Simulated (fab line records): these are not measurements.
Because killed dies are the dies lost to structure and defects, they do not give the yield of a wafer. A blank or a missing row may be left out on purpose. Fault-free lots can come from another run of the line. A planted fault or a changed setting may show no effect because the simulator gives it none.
Which tool was responsible? / flow sky130 / 11 lots with 33 wafers sampled at 5 steps, on a route of 708 steps

## WHAT THE GAUGES SHOWED, per wafer
SKY_VT_ADJUST_HVTR_OVL_MEAS_08. Usual: VT_ADJUST_HVTR_OVL -0.3 nm, standard deviation 1.5.
lot=L167; measured=day 9 20:03; on=overlay-02; VT_ADJUST_HVTR_OVL (nm)=-0.9 0.4 -1.1; flag=
lot=L169; measured=day 10 11:58; on=overlay-02; VT_ADJUST_HVTR_OVL (nm)=0.9 0.5 -0.1; flag=
lot=L171; measured=day 11 03:56; on=overlay-02; VT_ADJUST_HVTR_OVL (nm)=1.5 0.2 1.0; flag=
lot=L172; measured=day 11 09:16; on=overlay-02; VT_ADJUST_HVTR_OVL (nm)=-0.5 -2.5 -2.0; flag=
lot=L173; measured=day 11 17:35; on=overlay-01; VT_ADJUST_HVTR_OVL (nm)=2.6 1.8 2.4; flag=
lot=L181; measured=day 14 03:38; on=overlay-02; VT_ADJUST_HVTR_OVL (nm)=-1.3 0.1 -0.4; flag=
lot=L183; measured=day 15 00:31; on=overlay-02; VT_ADJUST_HVTR_OVL (nm)=-2.7 -4.1 -2.5; flag=
lot=L184; measured=day 15 02:34; on=overlay-02; VT_ADJUST_HVTR_OVL (nm)=-2.5 -0.5 -0.3; flag=
lot=L185; measured=day 15 15:49; on=overlay-01; VT_ADJUST_HVTR_OVL (nm)=0.2 -1.0 -0.8; flag=
lot=L186; measured=day 15 16:26; on=overlay-02; VT_ADJUST_HVTR_OVL (nm)=-3.4 -0.5 -2.2; flag=
lot=L189; measured=day 16 13:32; on=overlay-02; VT_ADJUST_HVTR_OVL (nm)=-1.7 -1.0 -0.6; flag=

SKY_SONOS_ONO_OVL_MEAS_14. Usual: SONOS_ONO_OVL 1.1 nm, standard deviation 1.8.
lot=L167; measured=day 13 01:49; on=overlay-02; SONOS_ONO_OVL (nm)=0.5 0.5 0.6; flag=
lot=L169; measured=day 13 19:31; on=overlay-01; SONOS_ONO_OVL (nm)=0.3 -0.5 -0.5; flag=
lot=L171; measured=day 14 11:44; on=overlay-01; SONOS_ONO_OVL (nm)=-0.2 -1.8 -0.5; flag=
lot=L172; measured=day 14 16:45; on=overlay-01; SONOS_ONO_OVL (nm)=3.2 3.1 2.8; flag=
lot=L173; measured=day 15 05:52; on=overlay-01; SONOS_ONO_OVL (nm)=2.0 1.6 1.8; flag=
lot=L181; measured=day 17 17:46; on=overlay-01; SONOS_ONO_OVL (nm)=4.4 3.4 2.0; flag=
lot=L183; measured=day 18 19:09; on=overlay-01; SONOS_ONO_OVL (nm)=-1.3 -1.5 1.0; flag=
lot=L184; measured=day 18 20:58; on=overlay-01; SONOS_ONO_OVL (nm)=0.7 0.8 0.4; flag=
lot=L185; measured=day 19 10:46; on=overlay-02; SONOS_ONO_OVL (nm)=-1.3 1.0 -1.4; flag=
lot=L186; measured=day 19 12:36; on=overlay-01; SONOS_ONO_OVL (nm)=1.4 0.5 1.5; flag=
lot=L189; measured=day 20 16:39; on=overlay-02; SONOS_ONO_OVL (nm)=-2.6 -2.3 -2.6; flag=

SKY_POLY_GATE_THK_MEAS_01. Usual: POLY_GATE_CVD_00_THK 179.3 nm, standard deviation 1.5.
lot=L167; measured=day 14 17:33; on=film_metro-03; POLY_GATE_CVD_00_THK (nm)=177.2 178.1 176.9; flag=
lot=L169; measured=day 15 06:02; on=film_metro-01; POLY_GATE_CVD_00_THK (nm)=179.7 179.9 180.1; flag=
lot=L171; measured=day 16 03:25; on=film_metro-02; POLY_GATE_CVD_00_THK (nm)=91.4 93.5 98.6; flag=OFF
lot=L172; measured=day 16 03:20; on=film_metro-02; POLY_GATE_CVD_00_THK (nm)=165.4 136.7 124.0; flag=OFF
lot=L173; measured=day 16 16:38; on=film_metro-02; POLY_GATE_CVD_00_THK (nm)=104.1 96.4 100.1; flag=OFF
lot=L181; measured=day 19 08:44; on=film_metro-02; POLY_GATE_CVD_00_THK (nm)=179.5 179.6 178.5; flag=
lot=L183; measured=day 20 13:19; on=film_metro-02; POLY_GATE_CVD_00_THK (nm)=178.7 178.4 179.9; flag=
lot=L184; measured=day 20 13:20; on=film_metro-03; POLY_GATE_CVD_00_THK (nm)=182.4 182.6 182.3; flag=
lot=L185; measured=day 20 22:41; on=film_metro-01; POLY_GATE_CVD_00_THK (nm)=179.0 179.7 179.9; flag=
lot=L186; measured=day 21 00:00; on=film_metro-03; POLY_GATE_CVD_00_THK (nm)=180.6 178.5 181.1; flag=
lot=L189; measured=day 22 05:45; on=film_metro-02; POLY_GATE_CVD_00_THK (nm)=180.5 179.3 179.6; flag=

SKY_POLY_GATE_OVL_MEAS_14. Usual: POLY_GATE_OVL -1 nm, standard deviation 5.2.
lot=L167; measured=day 17 01:53; on=overlay-01; POLY_GATE_OVL (nm)=-11 -14 -10; flag=
lot=L169; measured=day 17 15:53; on=overlay-02; POLY_GATE_OVL (nm)=-6 -5 -8; flag=
lot=L171; measured=day 18 15:53; on=overlay-02; POLY_GATE_OVL (nm)=-2 0 -6; flag=
lot=L172; measured=day 18 13:13; on=overlay-01; POLY_GATE_OVL (nm)=-1 2 3; flag=
lot=L173; measured=day 19 05:51; on=overlay-02; POLY_GATE_OVL (nm)=-7 -10 -10; flag=
lot=L181; measured=day 21 23:40; on=overlay-01; POLY_GATE_OVL (nm)=5 2 7; flag=
lot=L183; measured=day 23 05:21; on=overlay-01; POLY_GATE_OVL (nm)=0 5 -1; flag=
lot=L184; measured=day 23 04:22; on=overlay-02; POLY_GATE_OVL (nm)=-3 -6 8; flag=
lot=L185; measured=day 23 13:24; on=overlay-01; POLY_GATE_OVL (nm)=1 -2 5; flag=
lot=L186; measured=day 23 15:40; on=overlay-01; POLY_GATE_OVL (nm)=5 6 8; flag=
lot=L189; measured=day 24 19:57; on=overlay-02; POLY_GATE_OVL (nm)=-9 -1 -3; flag=

## EACH LOT AND THE TOOL THAT RAN IT (in order: tool; ch and the chambers of the sampled wafers; start)
lot=L167; SKY_POLY_GATE_CVD_00=lpcvd-01 ch 0, day 14 16:19
lot=L169; SKY_POLY_GATE_CVD_00=lpcvd-01 ch 0, day 15 04:50
lot=L171; SKY_POLY_GATE_CVD_00=lpcvd-01 ch 0, day 16 02:08
lot=L172; SKY_POLY_GATE_CVD_00=lpcvd-01 ch 1, day 16 02:08
lot=L173; SKY_POLY_GATE_CVD_00=lpcvd-01 ch 1, day 16 15:26
lot=L181; SKY_POLY_GATE_CVD_00=lpcvd-01 ch 0, day 19 07:32
lot=L183; SKY_POLY_GATE_CVD_00=lpcvd-01 ch 1, day 20 12:07
lot=L184; SKY_POLY_GATE_CVD_00=lpcvd-01 ch 1, day 20 12:07
lot=L185; SKY_POLY_GATE_CVD_00=lpcvd-01 ch 1, day 20 21:29
lot=L186; SKY_POLY_GATE_CVD_00=lpcvd-01 ch 1, day 20 22:48
lot=L189; SKY_POLY_GATE_CVD_00=lpcvd-01 ch 1, day 22 03:56
- SKY_POLY_GATE_CVD_00: deposits poly-Si, target thk 180 nm, time 720 s.

## AS READ BY THE TOOLS THEMSELVES (means over the sampled wafers that have a number; for cases with no such wafer, the mark the record gives instead)
SKY_POLY_GATE_CVD_00. Usual: spike_tc_centre_C 620.4 C, standard deviation 1.4; spike_tc_lower_C 620.5 C, standard deviation 1.1; spike_tc_top_C 640.7 C, standard deviation 2; spike_tc_upper_C 620.7 C, standard deviation 1; zone_power_centre_pct 8.91 %, standard deviation 0.3; zone_power_lower_pct 8.70 %, standard deviation 0.23; zone_power_top_pct 20.9 %, standard deviation 1.2; zone_power_upper_pct 10.6 %, standard deviation 0.54.
lot=L167; tool=lpcvd-01; spike_tc_centre_C (C)=620.8; spike_tc_lower_C (C)=620.0; spike_tc_top_C (C)=639.8; spike_tc_upper_C (C)=620.0; zone_power_centre_pct (%)=8.65; zone_power_lower_pct (%)=8.94; zone_power_top_pct (%)=19.9; zone_power_upper_pct (%)=11.1; flag=
lot=L169; tool=lpcvd-01; spike_tc_centre_C (C)=620.8; spike_tc_lower_C (C)=621.1; spike_tc_top_C (C)=639.1; spike_tc_upper_C (C)=621.0; zone_power_centre_pct (%)=8.70; zone_power_lower_pct (%)=8.85; zone_power_top_pct (%)=19.9; zone_power_upper_pct (%)=11.0; flag=
lot=L171; tool=lpcvd-01; spike_tc_centre_C (C)=629.6; spike_tc_lower_C (C)=621.0; spike_tc_top_C (C)=651.6; spike_tc_upper_C (C)=554.3; zone_power_centre_pct (%)=13.76; zone_power_lower_pct (%)=8.14; zone_power_top_pct (%)=27.4; zone_power_upper_pct (%)=0.0; flag=OFF
lot=L172; tool=lpcvd-01; spike_tc_centre_C (C)=628.2; spike_tc_lower_C (C)=619.1; spike_tc_top_C (C)=654.7; spike_tc_upper_C (C)=555.0; zone_power_centre_pct (%)=14.81; zone_power_lower_pct (%)=7.77; zone_power_top_pct (%)=30.7; zone_power_upper_pct (%)=0.0; flag=OFF
lot=L173; tool=lpcvd-01; spike_tc_centre_C (C)=628.9; spike_tc_lower_C (C)=619.0; spike_tc_top_C (C)=654.9; spike_tc_upper_C (C)=554.2; zone_power_centre_pct (%)=14.81; zone_power_lower_pct (%)=7.76; zone_power_top_pct (%)=30.6; zone_power_upper_pct (%)=0.0; flag=OFF
lot=L181; tool=lpcvd-01; spike_tc_centre_C (C)=621.4; spike_tc_lower_C (C)=620.1; spike_tc_top_C (C)=639.4; spike_tc_upper_C (C)=620.7; zone_power_centre_pct (%)=8.64; zone_power_lower_pct (%)=8.95; zone_power_top_pct (%)=20.0; zone_power_upper_pct (%)=11.1; flag=
lot=L183; tool=lpcvd-01; spike_tc_centre_C (C)=619.4; spike_tc_lower_C (C)=620.8; spike_tc_top_C (C)=641.8; spike_tc_upper_C (C)=620.2; zone_power_centre_pct (%)=9.21; zone_power_lower_pct (%)=8.43; zone_power_top_pct (%)=22.1; zone_power_upper_pct (%)=9.9; flag=
lot=L184; tool=lpcvd-01; spike_tc_centre_C (C)=620.7; spike_tc_lower_C (C)=620.9; spike_tc_top_C (C)=642.2; spike_tc_upper_C (C)=621.1; zone_power_centre_pct (%)=9.24; zone_power_lower_pct (%)=8.40; zone_power_top_pct (%)=22.5; zone_power_upper_pct (%)=10.0; flag=
lot=L185; tool=lpcvd-01; spike_tc_centre_C (C)=619.2; spike_tc_lower_C (C)=619.9; spike_tc_top_C (C)=642.9; spike_tc_upper_C (C)=621.5; zone_power_centre_pct (%)=9.20; zone_power_lower_pct (%)=8.34; zone_power_top_pct (%)=22.2; zone_power_upper_pct (%)=10.0; flag=
lot=L186; tool=lpcvd-01; spike_tc_centre_C (C)=619.6; spike_tc_lower_C (C)=620.1; spike_tc_top_C (C)=642.8; spike_tc_upper_C (C)=620.7; zone_power_centre_pct (%)=9.24; zone_power_lower_pct (%)=8.45; zone_power_top_pct (%)=22.3; zone_power_upper_pct (%)=9.9; flag=
lot=L189; tool=lpcvd-01; spike_tc_centre_C (C)=618.9; spike_tc_lower_C (C)=620.4; spike_tc_top_C (C)=642.7; spike_tc_upper_C (C)=620.7; zone_power_centre_pct (%)=9.26; zone_power_lower_pct (%)=8.40; zone_power_top_pct (%)=22.1; zone_power_upper_pct (%)=9.9; flag=

## THE ANSWER, worked out from the rows above alone
Rule: a lot counts as off when the mean over its wafers that have a number is more than 3 standard deviations away from the usual mean. Also off: a lot with no number at a reading for which 4 or more lots have one. Where the step has rows for the other lots, those lots are counted as sound. First the gauges in route order, then the tools' own readings, where a lot's mean is used as printed above. At the first step where some lot is off, the reading lying furthest off is the one used; lots without a number count as furthest.
Off: L171, L172, L173, seen at SKY_POLY_GATE_THK_MEAS_01 (POLY_GATE_CVD_00_THK).
If a tool, at a process step before that reading, ran all the lots that are off and no sound lot after the first of them, it fits. Not tried: the gauges at SKY_POLY_GATE_THK_MEAS_01; whatever is off there is also off at SKY_POLY_GATE_CVD_00, on other tools, and gauge error can't account for it. Of those tried, none fits.

## WHAT WAS PUT IN BY THE SIMULATOR
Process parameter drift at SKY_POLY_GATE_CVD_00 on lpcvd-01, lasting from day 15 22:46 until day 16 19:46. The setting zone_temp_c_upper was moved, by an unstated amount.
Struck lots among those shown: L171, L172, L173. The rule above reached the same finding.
